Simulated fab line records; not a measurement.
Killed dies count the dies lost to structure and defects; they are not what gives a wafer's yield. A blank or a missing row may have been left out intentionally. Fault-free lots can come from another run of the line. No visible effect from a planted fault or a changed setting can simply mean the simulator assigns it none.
Comparing a struck lot with a sound one    flow sky130    15 out of 708 route steps
Sound: the wafers L930.1, L930.4, L930.5. Wafers struck: L940.1, L940.3, L940.4. The cause comes at the end.
At each step with rows: each side's tool, then ch and its chambers, then its first start. Under that, the readings that differ: sound wafers    struck wafers    difference of the means    sigmas: that difference in standard deviations of wafers without a fault.
alike: a reading whose means differ by less than 2 such deviations, as well as words and numbers matching on both sides. not compared: withheld readings; readings where some wafer has no value; bounds like >300 that might hide an equal value; numbers whose values overlap and for which the record gives no deviation.
Wherever a step has rows on one side only, a row that says differs or no value, or a row with sigmas, the two part there. Non-overlapping numbers with no deviation appear without sigmas and do not part them. A reading missing from all wafers of one side parts the sides only when that side holds two or more wafers.

SKY_CONTACT_THK_MEAS_01:
  struck on film_metro-04, day 34 09:41; sound on film_metro-02, day 31 05:41
  alike: CONTACT_CVD_00_THK
then, 1 step without rows for these wafers: SKY_CONTACT_HDPCVD_02 (deposits SiO2, target thk 565 nm, time 97.2 s).
SKY_CONTACT_THK_MEAS_03:
  struck on film_metro-02, day 34 09:49; sound on film_metro-04, day 31 05:49
  alike: CONTACT_HDPCVD_THK
SKY_CONTACT_CMP_04: polishes SiO2.
  sound on cmp-01 ch 0,2,3, day 31 05:55; struck on cmp-01 ch 1,2,3, day 34 09:56
  alike: motor_current_A, platen_rpm, time_to_endpoint_s
SKY_CONTACT_BOW_MEAS_05:
  struck on film_metro-04, day 34 10:11; sound on film_metro-04, day 31 06:10
  alike: CONTACT_BOW
then, 7 steps without rows for these wafers: SKY_CONTACT_DEHYDRATE_06 (time 60 s); SKY_CONTACT_HMDS_07 (prime time 60 s); SKY_CONTACT_COAT_08 (resist thk 60 nm); SKY_CONTACT_COAT_09 (resist thk 450 nm); SKY_CONTACT_SOFTBAKE_10 (time 90 s); SKY_CONTACT_EXPOSE_11 (exposes mask CTM1, target cd 170 nm); SKY_CONTACT_PEB_12.
SKY_CONTACT_DEVELOP_13: develop time 60 s.
  sound on litho_track-03 ch 0, day 32 09:00; struck on litho_track-03 ch 0, day 35 12:00
reading               sound              struck             difference  sigmas
developer_temp_C (C)  20.98 20.90 21.08  21.74 21.67 21.74  +0.73       +7
SKY_CONTACT_CD_MEAS_14 targets a cd of 170 nm.
  struck on cd_sem-01, day 35 12:15; sound on cd_sem-01, day 32 09:51
  alike: cd_nm
-- the record jumps here: 13 days lie between the struck wafers' starts before and after (it left off in module CONTACT and takes up again in module PAD_OPEN, whose first step shown is number 708 of the route) --
SKY_PAD_OPEN_PROBE_99:
  struck on prober-02, day 48 19:58; sound on prober-02, day 46 12:04
  alike: killed_at_M0_to_M3, killed_at_M4_up, killed_at_contacts, killed_at_front_end, killed_at_other, killed_dies, killed_open, killed_short

WHERE THEY PART
At SKY_CONTACT_DEVELOP_13 and nowhere else, as far as this record goes. Later steps at which nothing parts them and some readings are alike: SKY_CONTACT_CD_MEAS_14, SKY_PAD_OPEN_PROBE_99.

WHY: the cause the simulator had injected
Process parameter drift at SKY_CONTACT_DEVELOP_13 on litho_track-03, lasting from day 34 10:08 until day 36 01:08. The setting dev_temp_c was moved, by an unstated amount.
